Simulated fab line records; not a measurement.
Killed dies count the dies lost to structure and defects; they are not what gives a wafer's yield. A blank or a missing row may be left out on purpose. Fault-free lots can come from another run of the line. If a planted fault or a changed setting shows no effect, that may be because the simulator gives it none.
fab line records :: flow sfqLine
record:
  lots: 15
  wafers: 45
  lastDay: 91
route steps=325 shown M6@258
lots that met no fault: from a run of the same line without faults
startH: start of the lot's first displayed wafer, in hours after the record's first day :: waitH: hours since the lot's step before :: " repeats the value in the row above :: L1.1+2: a row that stands for several wafers :: - value missing, or start not given :: * or withheld: withheld :: < > ~ a bound
route shown NAME@n: a module of which the file shows steps, and the number in the route of the first :: usual: mean and standard deviation over wafers with no fault :: same: alike in all rows :: chamber/n: place in a boat :: sites: each site's reading :: _std_site: their standard deviation :: _edge_site: the outer-site mean with the inner-site mean subtracted :: radiusMm: how far each site lies from the wafer's centre :: mask NAME#n: copy n :: behind: tool/chamber where the wafer was last shaped :: hold: why the lot was held/for how many hours/how that ended :: device: the transistor (n, p or np) that didn't switch :: end of line: the route-end tests of the same wafers :: for a step that has no rows: nothing shown but its recipe :: killed: count of dies lost to structure and defects at first sort (not the wafer's yield) :: map: shows each die of a wafer: x if killed, . if not, _ if none is there
set.NAME: the setting as run; set.NAME@STEP: as run at that earlier step :: model.NAME: the simulator's own value behind a step, which no gauge read
the route's steps for a sample of lots (tables are steps, rows are wafers)
services: the hour from which a tool's chamber was out of use, counted from the record's first day as startH (under 0 if before that day), plus the number of hours and why
== steps ==
step: SFQ_TRILAYER_M6_LITHO_EXPOSE_160
recipe:
  maskId: M6
  na: 0.6
  sourceShape: conventional
  sigmaOuter: 0.65
  targetCdNm: 500
  doseMj: 14.4
usual:
  focusOffsetNm: 0.0/0.54
lot.wafer: L606.2
tool: krfScanner-01
chamber: 0
startH: 1699.85
waitH: -
mask: M6#0
focusOffsetNm: 0.4

lot.wafer: L606.4
tool: krfScanner-01
chamber: 0
startH: 1699.85
waitH: -
mask: M6#0
focusOffsetNm: 0.3

lot.wafer: L606.5
tool: krfScanner-01
chamber: 0
startH: 1699.85
waitH: -
mask: M6#0
focusOffsetNm: 0.1

lot.wafer: L607.1
tool: krfScanner-01
chamber: 0
startH: 1709.29
waitH: -
mask: M6#0
focusOffsetNm: 1.0

lot.wafer: L607.2
tool: krfScanner-01
chamber: 0
startH: 1709.29
waitH: -
mask: M6#0
focusOffsetNm: -0.4

lot.wafer: L607.3
tool: krfScanner-01
chamber: 0
startH: 1709.29
waitH: -
mask: M6#0
focusOffsetNm: -0.5

lot.wafer: L608.1
tool: krfScanner-01
chamber: 0
startH: 1712.85
waitH: -
mask: M6#0
focusOffsetNm: 0.5

lot.wafer: L608.2
tool: krfScanner-01
chamber: 0
startH: 1712.85
waitH: -
mask: M6#0
focusOffsetNm: 0.9

lot.wafer: L608.3
tool: krfScanner-01
chamber: 0
startH: 1712.85
waitH: -
mask: M6#0
focusOffsetNm: -0.4

lot.wafer: L609.1
tool: krfScanner-01
chamber: 0
startH: 1714.05
waitH: -
mask: M6#0
focusOffsetNm: 0.2

lot.wafer: L609.4
tool: krfScanner-01
chamber: 0
startH: 1714.05
waitH: -
mask: M6#0
focusOffsetNm: 0.5

lot.wafer: L609.5
tool: krfScanner-01
chamber: 0
startH: 1714.05
waitH: -
mask: M6#0
focusOffsetNm: 0.0

lot.wafer: L610.1
tool: krfScanner-01
chamber: 0
startH: 1716.45
waitH: -
mask: M6#0
focusOffsetNm: 0.5

lot.wafer: L610.2
tool: krfScanner-01
chamber: 0
startH: 1716.45
waitH: -
mask: M6#0
focusOffsetNm: -0.3

lot.wafer: L610.6
tool: krfScanner-01
chamber: 0
startH: 1716.45
waitH: -
mask: M6#0
focusOffsetNm: 0.0

lot.wafer: L611.1
tool: krfScanner-02
chamber: 0
startH: 1824.90
waitH: -
mask: M6#0
focusOffsetNm: -1.6

lot.wafer: L611.3
tool: krfScanner-02
chamber: 0
startH: 1824.90
waitH: -
mask: M6#0
focusOffsetNm: -0.6

lot.wafer: L611.4
tool: krfScanner-02
chamber: 0
startH: 1824.90
waitH: -
mask: M6#0
focusOffsetNm: -1.6

lot.wafer: L613.2
tool: krfScanner-02
chamber: 0
startH: 1839.50
waitH: -
mask: M6#0
focusOffsetNm: 0.3

lot.wafer: L613.4
tool: krfScanner-02
chamber: 0
startH: 1839.50
waitH: -
mask: M6#0
focusOffsetNm: 0.5

lot.wafer: L613.5
tool: krfScanner-02
chamber: 0
startH: 1839.50
waitH: -
mask: M6#0
focusOffsetNm: 0.2

lot.wafer: L620.2
tool: krfScanner-02
chamber: 0
startH: 1880.30
waitH: -
mask: M6#0
focusOffsetNm: 0.1

lot.wafer: L620.3
tool: krfScanner-02
chamber: 0
startH: 1880.30
waitH: -
mask: M6#0
focusOffsetNm: 0.6

lot.wafer: L620.5
tool: krfScanner-02
chamber: 0
startH: 1880.30
waitH: -
mask: M6#0
focusOffsetNm: 0.8

lot.wafer: L621.3
tool: krfScanner-02
chamber: 0
startH: 1890.53
waitH: -
mask: M6#0
focusOffsetNm: 0.3

lot.wafer: L621.4
tool: krfScanner-02
chamber: 0
startH: 1890.53
waitH: -
mask: M6#0
focusOffsetNm: 0.4

lot.wafer: L621.5
tool: krfScanner-02
chamber: 0
startH: 1890.53
waitH: -
mask: M6#0
focusOffsetNm: 0.6

lot.wafer: L622.2
tool: krfScanner-02
chamber: 0
startH: 1893.93
waitH: -
mask: M6#0
focusOffsetNm: 1.1

lot.wafer: L622.4
tool: krfScanner-02
chamber: 0
startH: 1893.93
waitH: -
mask: M6#0
focusOffsetNm: 0.5

lot.wafer: L622.6
tool: krfScanner-02
chamber: 0
startH: 1893.93
waitH: -
mask: M6#0
focusOffsetNm: 0.4

lot.wafer: L623.2
tool: krfScanner-02
chamber: 0
startH: 1895.13
waitH: -
mask: M6#0
focusOffsetNm: -1.2

lot.wafer: L623.3
tool: krfScanner-02
chamber: 0
startH: 1895.13
waitH: -
mask: M6#0
focusOffsetNm: -0.4

lot.wafer: L623.4
tool: krfScanner-02
chamber: 0
startH: 1895.13
waitH: -
mask: M6#0
focusOffsetNm: 0.2

lot.wafer: L624.2
tool: krfScanner-02
chamber: 0
startH: 1901.13
waitH: -
mask: M6#0
focusOffsetNm: 0.3

lot.wafer: L624.4
tool: krfScanner-02
chamber: 0
startH: 1901.13
waitH: -
mask: M6#0
focusOffsetNm: 0.0

lot.wafer: L624.6
tool: krfScanner-02
chamber: 0
startH: 1901.13
waitH: -
mask: M6#0
focusOffsetNm: -0.2

lot.wafer: L626.2
tool: krfScanner-02
chamber: 0
startH: 1904.83
waitH: -
mask: M6#0
focusOffsetNm: 0.2

lot.wafer: L626.5
tool: krfScanner-02
chamber: 0
startH: 1904.83
waitH: -
mask: M6#0
focusOffsetNm: -0.1

lot.wafer: L626.6
tool: krfScanner-02
chamber: 0
startH: 1904.83
waitH: -
mask: M6#0
focusOffsetNm: 0.3

lot.wafer: L627.1
tool: krfScanner-02
chamber: 0
startH: 1907.03
waitH: -
mask: M6#0
focusOffsetNm: 0.4

lot.wafer: L627.2
tool: krfScanner-02
chamber: 0
startH: 1907.03
waitH: -
mask: M6#0
focusOffsetNm: 0.3

lot.wafer: L627.5
tool: krfScanner-02
chamber: 0
startH: 1907.03
waitH: -
mask: M6#0
focusOffsetNm: 0.5

lot.wafer: L629.1
tool: krfScanner-02
chamber: 0
startH: 1926.87
waitH: -
mask: M6#0
focusOffsetNm: -0.4

lot.wafer: L629.5
tool: krfScanner-02
chamber: 0
startH: 1926.87
waitH: -
mask: M6#0
focusOffsetNm: -0.1

lot.wafer: L629.6
tool: krfScanner-02
chamber: 0
startH: 1926.87
waitH: -
mask: M6#0
focusOffsetNm: -0.4
step: SFQ_M6_OVL_MEAS_940
usual:
  M6_OVL: 4/5.6
lot.wafer: L606.2
tool: overlay-01
chamber: -
startH: 1701.15
waitH: 0.1
M6_OVL[nm]: 1

lot.wafer: L606.4
tool: overlay-01
chamber: -
startH: 1701.15
waitH: 0.1
M6_OVL[nm]: 2

lot.wafer: L606.5
tool: overlay-01
chamber: -
startH: 1701.15
waitH: 0.1
M6_OVL[nm]: 2

lot.wafer: L607.1
tool: overlay-02
chamber: -
startH: 1710.79
waitH: 0.1
M6_OVL[nm]: 1

lot.wafer: L607.2
tool: overlay-02
chamber: -
startH: 1710.79
waitH: 0.1
M6_OVL[nm]: 2

lot.wafer: L607.3
tool: overlay-02
chamber: -
startH: 1710.79
waitH: 0.1
M6_OVL[nm]: 2

lot.wafer: L608.1
tool: overlay-02
chamber: -
startH: 1714.35
waitH: 0.1
M6_OVL[nm]: 116

lot.wafer: L608.2
tool: overlay-02
chamber: -
startH: 1714.35
waitH: 0.1
M6_OVL[nm]: 113

lot.wafer: L608.3
tool: overlay-02
chamber: -
startH: 1714.35
waitH: 0.1
M6_OVL[nm]: 114

lot.wafer: L609.1
tool: overlay-02
chamber: -
startH: 1715.55
waitH: 0.1
M6_OVL[nm]: 101

lot.wafer: L609.4
tool: overlay-02
chamber: -
startH: 1715.55
waitH: 0.1
M6_OVL[nm]: 108

lot.wafer: L609.5
tool: overlay-02
chamber: -
startH: 1715.55
waitH: 0.1
M6_OVL[nm]: 110

lot.wafer: L610.1
tool: overlay-01
chamber: -
startH: 1717.95
waitH: 0.1
M6_OVL[nm]: 108

lot.wafer: L610.2
tool: overlay-01
chamber: -
startH: 1717.95
waitH: 0.1
M6_OVL[nm]: 104

lot.wafer: L610.6
tool: overlay-01
chamber: -
startH: 1717.95
waitH: 0.1
M6_OVL[nm]: 100

lot.wafer: L611.1
tool: overlay-01
chamber: -
startH: 1826.40
waitH: 0.1
M6_OVL[nm]: 6

lot.wafer: L611.3
tool: overlay-01
chamber: -
startH: 1826.40
waitH: 0.1
M6_OVL[nm]: 6

lot.wafer: L611.4
tool: overlay-01
chamber: -
startH: 1826.40
waitH: 0.1
M6_OVL[nm]: 0

lot.wafer: L613.2
tool: overlay-02
chamber: -
startH: 1840.81
waitH: 0.1
M6_OVL[nm]: 3

lot.wafer: L613.4
tool: overlay-02
chamber: -
startH: 1840.81
waitH: 0.1
M6_OVL[nm]: 7

lot.wafer: L613.5
tool: overlay-02
chamber: -
startH: 1840.81
waitH: 0.1
M6_OVL[nm]: -6

lot.wafer: L620.2
tool: overlay-02
chamber: -
startH: 1881.61
waitH: 0.1
M6_OVL[nm]: 12

lot.wafer: L620.3
tool: overlay-02
chamber: -
startH: 1881.61
waitH: 0.1
M6_OVL[nm]: 6

lot.wafer: L620.5
tool: overlay-02
chamber: -
startH: 1881.61
waitH: 0.1
M6_OVL[nm]: 11

lot.wafer: L621.3
tool: overlay-01
chamber: -
startH: 1891.64
waitH: 0.1
M6_OVL[nm]: 0

lot.wafer: L621.4
tool: overlay-01
chamber: -
startH: 1891.64
waitH: 0.1
M6_OVL[nm]: -1

lot.wafer: L621.5
tool: overlay-01
chamber: -
startH: 1891.64
waitH: 0.1
M6_OVL[nm]: 3

lot.wafer: L622.2
tool: overlay-01
chamber: -
startH: 1895.23
waitH: 0.1
M6_OVL[nm]: 2

lot.wafer: L622.4
tool: overlay-01
chamber: -
startH: 1895.23
waitH: 0.1
M6_OVL[nm]: 3

lot.wafer: L622.6
tool: overlay-01
chamber: -
startH: 1895.23
waitH: 0.1
M6_OVL[nm]: 0

lot.wafer: L623.2
tool: overlay-01
chamber: -
startH: 1896.43
waitH: 0.1
M6_OVL[nm]: 2

lot.wafer: L623.3
tool: overlay-01
chamber: -
startH: 1896.43
waitH: 0.1
M6_OVL[nm]: -5

lot.wafer: L623.4
tool: overlay-01
chamber: -
startH: 1896.43
waitH: 0.1
M6_OVL[nm]: 7

lot.wafer: L624.2
tool: overlay-01
chamber: -
startH: 1902.43
waitH: 0.1
M6_OVL[nm]: 16

lot.wafer: L624.4
tool: overlay-01
chamber: -
startH: 1902.43
waitH: 0.1
M6_OVL[nm]: 15

lot.wafer: L624.6
tool: overlay-01
chamber: -
startH: 1902.43
waitH: 0.1
M6_OVL[nm]: 9

lot.wafer: L626.2
tool: overlay-02
chamber: -
startH: 1906.13
waitH: 0.1
M6_OVL[nm]: 11

lot.wafer: L626.5
tool: overlay-02
chamber: -
startH: 1906.13
waitH: 0.1
M6_OVL[nm]: 6

lot.wafer: L626.6
tool: overlay-02
chamber: -
startH: 1906.13
waitH: 0.1
M6_OVL[nm]: 2

lot.wafer: L627.1
tool: overlay-02
chamber: -
startH: 1908.53
waitH: 0.1
M6_OVL[nm]: 1

lot.wafer: L627.2
tool: overlay-02
chamber: -
startH: 1908.53
waitH: 0.1
M6_OVL[nm]: 4

lot.wafer: L627.5
tool: overlay-02
chamber: -
startH: 1908.53
waitH: 0.1
M6_OVL[nm]: 6

lot.wafer: L629.1
tool: overlay-01
chamber: -
startH: 1928.37
waitH: 0.1
M6_OVL[nm]: 4

lot.wafer: L629.5
tool: overlay-01
chamber: -
startH: 1928.37
waitH: 0.1
M6_OVL[nm]: 6

lot.wafer: L629.6
tool: overlay-01
chamber: -
startH: 1928.37
waitH: 0.1
M6_OVL[nm]: 12
== services ==
tool: krfScanner-01
chamber: -
startH: 1694.44
hours: 0.8
kind: pm

tool: krfScanner-02
chamber: -
startH: 1724.75
hours: 1.9
kind: repair

tool: krfScanner-02
chamber: -
startH: 1726.68
hours: 0.8
kind: pm

tool: krfScanner-02
chamber: -
startH: 1727.43
hours: 1.3
kind: pm

tool: krfScanner-01
chamber: -
startH: 1759.68
hours: 4.0
kind: pm

tool: krfScanner-01
chamber: -
startH: 1808.38
hours: 2.2
kind: repair

tool: krfScanner-02
chamber: -
startH: 1811.40
hours: 1.0
kind: pm

tool: krfScanner-02
chamber: -
startH: 1814.93
hours: 0.8
kind: pm

tool: krfScanner-01
chamber: -
startH: 1821.39
hours: 1.3
kind: pm

tool: krfScanner-01
chamber: -
startH: 1825.09
hours: 1.0
kind: pm

tool: krfScanner-02
chamber: -
startH: 1871.43
hours: 0.3
kind: repair

tool: krfScanner-02
chamber: -
startH: 1874.22
hours: 0.6
kind: repair

tool: krfScanner-02
chamber: -
startH: 1886.10
hours: 4.0
kind: pm

tool: krfScanner-02
chamber: -
startH: 1903.33
hours: 1.3
kind: pm
== key ==
firstSign:
  step: SFQ_M6_OVL_MEAS_940
  reading: M6_OVL
  direction: up
  sigmas: 19
  usual: 4
  struck: 108
effect none on later readings
metAt SFQ_TRILAYER_M6_LITHO_EXPOSE_160
struckLots L608,L609,L610
fault:
  kind: scannerMatchingOverlay
  tool: krfScanner-01
  chamber: -
  onsetH: 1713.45
  steps: SFQ_TRILAYER_M6_LITHO_EXPOSE_160
  offset: 102.49
